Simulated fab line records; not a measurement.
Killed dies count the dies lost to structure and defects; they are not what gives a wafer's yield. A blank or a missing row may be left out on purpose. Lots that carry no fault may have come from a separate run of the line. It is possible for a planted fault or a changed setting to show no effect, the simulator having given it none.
Chamber matching ; flow sky130 ; 4 sister chambers for SKY_VIA3_CMP_24 on cmp-02
The step polishes, stops on SiO2, t overpolish 20 s, target thk 0 nm. 4 wafers are shown with their chamber, then 12 later ones without.

EACH WAFER AND ITS CHAMBER
wafer;chamber;motorCurrentA (A)
L090.1;0;12.4
L091.4;3;12.0
L091.5;2;11.3
L091.6;1;10.4

WAFERS WITH NO CHAMBER GIVEN
wafer;motorCurrentA (A)
L093.2;11.8
L093.3;10.7
L093.4;10.6
L094.1;10.3
L094.4;13.1
L094.6;13.4
L095.1;10.6
L095.4;12.0
L095.6;10.9
L096.3;11.5
L096.4;10.6
L096.5;11.4

WHICH CHAMBER EACH WENT THROUGH
wafer;from the rows above;in truth
L093.2;can't be placed: 3 or 2 or 0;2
L093.3;can't be placed: 1 or 2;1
L093.4;can't be placed: 1 or 2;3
L094.1;1;1
L094.4;can't be placed: 0 or 3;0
L094.6;can't be placed: 0 or 3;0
L095.1;can't be placed: 1 or 2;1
L095.4;can't be placed: 3 or 0 or 2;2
L095.6;can't be placed: 2 or 1 or 3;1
L096.3;can't be placed: 2 or 3 or 0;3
L096.4;can't be placed: 1 or 2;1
L096.5;can't be placed: 2 or 3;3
1 of 12 placed correctly. Unplaceable from these rows: 11, with the true chamber sitting among the candidates in 10. Wrongly placed: 0.
How it was worked out, from the rows above alone: a wafer's distance from a chamber is the root of the sum, over the readings, of the square of ((its reading less the chamber's mean) divided by the reading's scatter). If the next closest chamber is less than 2 further off than the closest, the wafer can't be placed; otherwise it belongs to the closest. The mean given for a chamber averages the wafers shown for that chamber. The scatter (one wafer shown for each chamber): square how far every hidden wafer sits from the nearest shown wafer, average those squares and take the square root.
